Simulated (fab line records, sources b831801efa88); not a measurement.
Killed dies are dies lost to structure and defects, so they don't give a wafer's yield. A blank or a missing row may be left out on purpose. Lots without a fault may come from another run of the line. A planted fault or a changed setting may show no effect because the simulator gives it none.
A struck lot beside a sound one | flow sfq_line | 32 steps out of a route of 325
Sound: wafers L240.1, L240.3, L240.6. Struck: wafer L233.2. (L233.5, L233.6 of the same lot were not struck and are left out.) The cause comes at the end.
At each step with rows: each side's tool, then ch and its chambers, then its first start. Under that, the readings that differ: sound wafers | struck wafers | difference of the means | sigmas: that difference in standard deviations of wafers without a fault.
alike: readings whose means differ by less than 2 such deviations, and words and numbers that are the same on both sides. not compared: withheld readings, readings that some wafer has no value for, bounds like >300 that may hide the same value, and numbers for which the record gives no deviation and whose values overlap.
The two part at a step that has a row with sigmas, a row that says differs or no value, or rows on one side only. Numbers that don't overlap but have no deviation are shown without sigmas and don't part them. A reading that every wafer of one side lacks parts them only if that side has two wafers or more.

SFQ_INCOMING_BOW_MEAS_900:
  sound on film_metro-04, day 5 14:00; struck on film_metro-04, day 4 03:01
  alike: INCOMING_BOW
then, 1 step without rows for these wafers: SFQ_TRILAYER_INCOMING_OXIDATION_002 (target thk 500 nm, ox time 4939 s).
SFQ_TRILAYER_L0_DEP_SPUTTER_003: material MoNx KI, target thk 40 nm, time 100 s.
  sound on pvd_sputter-06, day 5 16:29; struck on pvd_sputter-03, day 4 05:29
  reading                                                  | sound             | struck | difference | sigmas
  model.MoNx_KI_of_TRILAYER_L0_DEP_SPUTTER_003.thk_nm (nm) | 39.64 39.62 39.52 | 48.34  | +8.75      |
  alike: throttle_valve_pct
SFQ_L0_RS_MEAS_901: measures by four-point-probe.
  sound on film_metro-04, day 5 16:34; struck on film_metro-04, day 4 05:35
  reading                | sound          | struck | difference | sigmas
  L0_MONX_KI_RS (ohm/sq) | 43.8 44.0 44.1 | 36.0   | -8.0       | -22
SFQ_L0_THK_MEAS_902: measures by xrf.
  sound on film_metro-04, day 5 16:41; struck on film_metro-04, day 4 05:41
  reading             | sound          | struck | difference | sigmas
  L0_MONX_KI_THK (nm) | 40.4 40.2 40.0 | 49.0   | +8.8       | +23
then, 7 steps without rows for these wafers: SFQ_TRILAYER_L0_LITHO_COAT_010 (resist thk 62 nm); SFQ_TRILAYER_L0_LITHO_COAT_005 (resist thk 600 nm); SFQ_TRILAYER_L0_LITHO_SOFTBAKE_009; SFQ_TRILAYER_L0_LITHO_EXPOSE_006 (exposes mask L0, target cd 2000 nm); SFQ_TRILAYER_L0_LITHO_PEB_008 (peb time 60 s); SFQ_TRILAYER_L0_LITHO_DEVELOP_007 (time 60 s); SFQ_TRILAYER_L0_BARC_OPEN_METAL_ETCH_010 (etches BARC in O2, target depth 125 nm, time 41.7 s).
-- the record jumps here: 3 days lie between the struck wafers' starts before and after --
SFQ_TRILAYER_L0_ETCH_METAL_ETCH_008: etches MoNx KI in SF6/O2, stops on SiO2, target depth 50 nm, time 25 s.
  sound on rie_metal-01 ch 0, day 9 08:11; struck on rie_metal-01 ch 0, day 7 13:56
  reading               | sound             | struck | difference | sigmas
  oes_product_au (a.u.) | 0.881 0.864 0.875 | 0.973  | +0.100     | +17
  alike: drypump_motor_current_A
  not compared: rf_hours_counter_h
then, 2 steps without rows for these wafers: SFQ_TRILAYER_L0_STRIP_STRIP_009 (strips in O2); SFQ_TRILAYER_L0_STRIP_SOLV_CLEAN_010 (cleans in NMP, time 600 s).
SFQ_TRILAYER_L0_CAP_PECVD_011: deposits SiO2 from SiH4/N2O, time 13.333 s, target thk 60 nm.
  sound on pecvd-04 ch 0,1,2, day 9 09:01; struck on pecvd-03 ch 1, day 7 14:46
  alike: heater_power_w, showerhead_vpp_V, throttle_valve_pct
then, 6 steps without rows for these wafers: SFQ_TRILAYER_L0_VIA_LITHO_COAT_018 (resist thk 62 nm); SFQ_TRILAYER_L0_VIA_LITHO_COAT_013 (resist thk 650 nm); SFQ_TRILAYER_L0_VIA_LITHO_SOFTBAKE_017; SFQ_TRILAYER_L0_VIA_LITHO_EXPOSE_014 (exposes mask L0V, target cd 700 nm); SFQ_TRILAYER_L0_VIA_LITHO_PEB_016 (peb time 60 s); SFQ_TRILAYER_L0_VIA_LITHO_DEVELOP_015 (time 60 s).
-- the record jumps here: 4 days lie between the struck wafers' starts before and after --
SFQ_L0V_OVL_MEAS_903:
  sound on overlay-01, day 13 19:20; struck on overlay-02, day 11 17:02
  alike: L0V_OVL
SFQ_TRILAYER_L0_VIA_BARC_OPEN_VIA_ETCH_021: etches BARC in O2, target depth 125 nm, time 41.7 s.
  sound on rie_diel-04 ch 0,1,2, day 13 19:22; struck on rie_diel-01 ch 2, day 11 17:04
  alike: drypump_motor_current_A, oes_product_au
  not compared: rf_hours_counter_h
SFQ_TRILAYER_L0_VIA_ETCH_VIA_ETCH_016: etches SiO2 in CHF3, stops on MoNx KI, target depth 80 nm.
  sound on rie_diel-04 ch 0,1,2, day 13 19:25; struck on rie_diel-01 ch 2, day 11 17:06
  alike: drypump_motor_current_A, oes_product_au
SFQ_TRILAYER_L0_VIA_STRIP_STRIP_017: strips in O2.
  sound on rie_metal-04 ch 0, day 13 19:28; struck on rie_metal-01 ch 0, day 11 17:09
  alike: drypump_motor_current_A, oes_product_au, platen_temp_c
  not compared: rf_hours_counter_h
then, 2 steps without rows for these wafers: SFQ_TRILAYER_L0_VIA_STRIP_SOLV_CLEAN_018 (cleans in NMP, time 600 s); SFQ_TRILAYER_M0_DEP_PRE_CLEAN_020 (time 15 s).
SFQ_TRILAYER_M0_DEP_SPUTTER_019: material Nb, target thk 200 nm, time 133.3 s.
  sound on pvd_sputter-06, day 13 20:16; struck on pvd_sputter-03, day 11 17:57
  alike: substrate_temp_c, throttle_valve_pct
SFQ_M0_RS_MEAS_904: measures by four-point-probe.
  sound on film_metro-03, day 13 20:21; struck on film_metro-03, day 11 18:04
  alike: M0_NB_RS
then, 1 step without rows for these wafers: SFQ_TRILAYER_M0_LITHO_COAT_026 (resist thk 62 nm).
-- the record jumps here: 64 days lie between the struck wafers' starts before and after --
SFQ_M8_BOW_MEAS_951:
  sound on film_metro-01, day 81 06:25; struck on film_metro-02, day 75 19:15
  reading                  | sound             | struck | difference | sigmas
  model.etest.l0.ohm_sq    | 43.87 43.9 44.01  | 35.98  | -7.95      |
  model.etest.l0v.link_ohm | 44.77 44.81 44.91 | 36.88  | -7.95      |
  model.etest.l0.ohm_um    | 21.93 21.93 21.98 | 17.97  | -3.98      |
  alike: M8_BOW

WHERE THEY PART
First at SFQ_L0_RS_MEAS_901; last, within this record, at SFQ_TRILAYER_L0_ETCH_METAL_ETCH_008. Later steps at which nothing parts them and some readings are alike: SFQ_TRILAYER_L0_CAP_PECVD_011, SFQ_L0V_OVL_MEAS_903, SFQ_TRILAYER_L0_VIA_BARC_OPEN_VIA_ETCH_021, SFQ_TRILAYER_L0_VIA_ETCH_VIA_ETCH_016, SFQ_TRILAYER_L0_VIA_STRIP_STRIP_017, SFQ_TRILAYER_M0_DEP_SPUTTER_019, SFQ_M0_RS_MEAS_904, SFQ_M8_BOW_MEAS_951.

WHY: what the simulator had put in
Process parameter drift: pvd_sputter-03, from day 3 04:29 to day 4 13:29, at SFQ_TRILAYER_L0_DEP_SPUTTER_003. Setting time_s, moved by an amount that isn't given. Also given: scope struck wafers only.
